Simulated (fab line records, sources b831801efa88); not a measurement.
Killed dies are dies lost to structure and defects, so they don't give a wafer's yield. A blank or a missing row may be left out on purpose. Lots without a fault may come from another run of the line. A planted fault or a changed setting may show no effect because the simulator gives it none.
A struck lot beside a sound one | flow sky130 | 43 steps out of a route of 708
Sound: wafers L381.2, L381.3, L381.4. Struck: wafers L384.2, L384.5, L384.6. The cause comes at the end.
At each step with rows: each side's tool, then ch and its chambers, then its first start. Under that, the readings that differ: sound wafers | struck wafers | difference of the means | sigmas: that difference in standard deviations of wafers without a fault.
alike: readings whose means differ by less than 2 such deviations, and words and numbers that are the same on both sides. not compared: withheld readings, readings that some wafer has no value for, bounds like >300 that may hide the same value, and numbers for which the record gives no deviation and whose values overlap.
The two part at a step that has a row with sigmas, a row that says differs or no value, or rows on one side only. Numbers that don't overlap but have no deviation are shown without sigmas and don't part them. A reading that every wafer of one side lacks parts them only if that side has two wafers or more.

SKY_VIA4_BOW_MEAS_03:
  sound on film_metro-02, day 42 12:28; struck on film_metro-02, day 43 10:40
  alike: VIA4_BOW
then, 7 steps without rows for these wafers: SKY_VIA4_DEHYDRATE_04 (time 60 s); SKY_VIA4_HMDS_05 (prime time 60 s); SKY_VIA4_COAT_06 (resist thk 1140 nm); SKY_VIA4_SOFTBAKE_07 (time 60 s); SKY_VIA4_EXPOSE_08 (exposes mask VIM4, target cd 800 nm); SKY_VIA4_PEB_09; SKY_VIA4_DEVELOP_10 (develop time 60 s).
SKY_VIA4_OVL_MEAS_11:
  sound on overlay-01, day 43 11:41; struck on overlay-02, day 44 09:24
  alike: VIA4_OVL
then, 3 steps without rows for these wafers: SKY_VIA4_ETCH_12 (etches SiO2 in C4F8/O2/Ar, stops on TiN, target depth 580 nm); SKY_VIA4_STRIP_13 (strips in O2/N2); SKY_VIA4_STRIP_14 (strips in post etch residue remover, time 1200 s).
SKY_VIA4_CLEAN_15: cleans in IPA, time 180 s.
  sound on wet_bench-04 ch 3, day 43 12:19; struck on wet_bench-01 ch 0, day 44 09:56
then, 1 step without rows for these wafers: SKY_VIA4_CLEAN_16 (cleans in O3/DIW).
SKY_VIA4_SPUTTER_17: material TiN, target thk 20 nm, time 80 s.
  sound on pvd_sputter-01, day 43 12:28; struck on pvd_sputter-02, day 44 10:05
  alike: chamber_pressure_pa, throttle_valve_pct
SKY_VIA4_CVD_18: deposits W, target thk 505 nm, time 152.14 s.
  sound on cvd_w-01 ch 0,1, day 43 12:32; struck on cvd_w-01 ch 0,1, day 44 10:09
  alike: heater_power_w
SKY_VIA4_RS_MEAS_19: measures by four-point-probe.
  sound on film_metro-04, day 43 12:42; struck on film_metro-02, day 44 10:20
  alike: VIA4_W_RS
SKY_VIA4_THK_MEAS_20: measures by xrf.
  sound on film_metro-04, day 43 12:49; struck on film_metro-02, day 44 10:26
  alike: VIA4_W_THK
then, 2 steps without rows for these wafers: SKY_VIA4_CMP_21 (polishes, stops on SiO2, t overpolish 25 s, target thk 0 nm); SKY_METAL5_SPUTTER_00 (material Ti, target thk 15 nm, time 10 s).
SKY_METAL5_SPUTTER_01: material TiN, target thk 20 nm, time 16.7 s.
  sound on pvd_sputter-04, day 43 13:11; struck on pvd_sputter-04, day 44 10:49
  alike: chamber_pressure_pa, throttle_valve_pct
then, 2 steps without rows for these wafers: SKY_METAL5_SPUTTER_02 (material AlCu, target thk 1150 nm, time 61.2 s); SKY_METAL5_SPUTTER_03 (material Ti, target thk 5 nm, time 3.3 s).
SKY_METAL5_SPUTTER_04: material TiN, target thk 70 nm, time 58.3 s.
  sound on pvd_sputter-04, day 43 13:17; struck on pvd_sputter-04, day 44 10:54
  alike: chamber_pressure_pa, throttle_valve_pct
SKY_METAL5_RS_MEAS_05: measures by four-point-probe.
  sound on film_metro-01, day 43 13:22; struck on film_metro-02, day 44 10:58
  reading                 | sound                | struck               | difference | sigmas
  METAL5_ALCU_RS (ohm/sq) | 0.0267 0.0267 0.0268 | 0.0276 0.0280 0.0275 | +0.0010    | +3
SKY_METAL5_THK_MEAS_06: measures by xrf.
  sound on film_metro-01, day 43 13:29; struck on film_metro-02, day 44 11:05
  reading              | sound          | struck         | difference | sigmas
  METAL5_ALCU_THK (nm) | 1163 1155 1164 | 1139 1115 1140 | -29        | -2
then, 8 steps without rows for these wafers: SKY_METAL5_DEHYDRATE_07 (time 60 s); SKY_METAL5_HMDS_08 (prime time 60 s); SKY_METAL5_COAT_09 (resist thk 1800 nm); SKY_METAL5_SOFTBAKE_10 (time 60 s); SKY_METAL5_EXPOSE_11 (exposes mask MM5, target cd 1600 nm); SKY_METAL5_PEB_12; SKY_METAL5_DEVELOP_13 (develop time 60 s); SKY_METAL5_DESCUM_14 (chemistry O2, time 11 s).
SKY_METAL5_METAL_ETCH_15: etches the open film in Cl2/BCl3, stops on SiO2, target depth 1260 nm, time 252 s.
  sound on rie_metal-01 ch 0,1, day 44 11:26; struck on rie_metal-04 ch 0,1, day 45 08:32
  alike: chamber_pressure_mTorr, drypump_motor_current_A, oes_product_au, throttle_valve_pct
  not compared: rf_hours_counter_h
then, 5 steps without rows for these wafers: SKY_METAL5_STRIP_16 (strips in O2/N2); SKY_METAL5_STRIP_17 (strips in post etch residue remover, time 1200 s); SKY_METAL5_CLEAN_18 (cleans in IPA, time 180 s); SKY_METAL5_CLEAN_19 (cleans in O3/DIW); SKY_PASSIVATION_CVD_00 (deposits SiO2, target thk 90 nm).
SKY_PASSIVATION_THK_MEAS_01:
  sound on film_metro-01, day 44 12:17; struck on film_metro-03, day 45 09:28
  alike: PASSIVATION_CVD_00_THK
then, 1 step without rows for these wafers: SKY_PASSIVATION_CVD_02 (deposits Si3N4, target thk 540 nm).
SKY_PAD_OPEN_PROBE_99:
  sound on prober-01, day 46 10:08; struck on prober-02, day 47 05:01
  reading                               | sound              | struck            | difference | sigmas
  defect_limited_yield (%)              | 81.3 81.7 83.1     | 73.6 70.9 73.2    | -9.5       | -5
  killed_at_M4_up                       | 1 5 0              | 60 54 61          | +56        | +33
  killed_dies                           | 92 90 83           | 130 143 132       | +47        | +5
  sort_bin_3_pad_short (%)              | 0.6 1.0 0.8        | 6.1 5.3 5.7       | +4.9       | +12
  sort_bin_5_function (%)               | 12.6 11.2 9.1      | 15.9 16.1 15.0    | +4.7       | +3
  sort_n_pass                           | 400 402 409        | 362 349 360       | -47        | -5
  sort_yield_pct (%)                    | 81.3 81.7 83.1     | 73.6 70.9 73.2    | -9.5       | -5
  model.etest.tester.sort_n_pass        | 400 402 409        | 362 349 360       | -47        |
  model.etest.tester.sort_yield_pct (%) | 81.3 81.71 83.13   | 73.58 70.94 73.17 | -9.48      |
  model.etest.tester.sort_bin_5_pct (%) | 12.6 11.18 9.146   | 15.85 16.06 15.04 | +4.67      |
  model.etest.tester.sort_bin_3_pct (%) | 0.6098 1.016 0.813 | 6.098 5.285 5.691 | +4.878     |
  alike: killed_at_M0_to_M3, killed_at_contacts, killed_at_front_end, killed_at_other, killed_open, killed_short, sort_bin_6_memory

WHERE THEY PART
First at SKY_METAL5_RS_MEAS_05; last, within this record, at SKY_PAD_OPEN_PROBE_99.

WHY: what the simulator had put in
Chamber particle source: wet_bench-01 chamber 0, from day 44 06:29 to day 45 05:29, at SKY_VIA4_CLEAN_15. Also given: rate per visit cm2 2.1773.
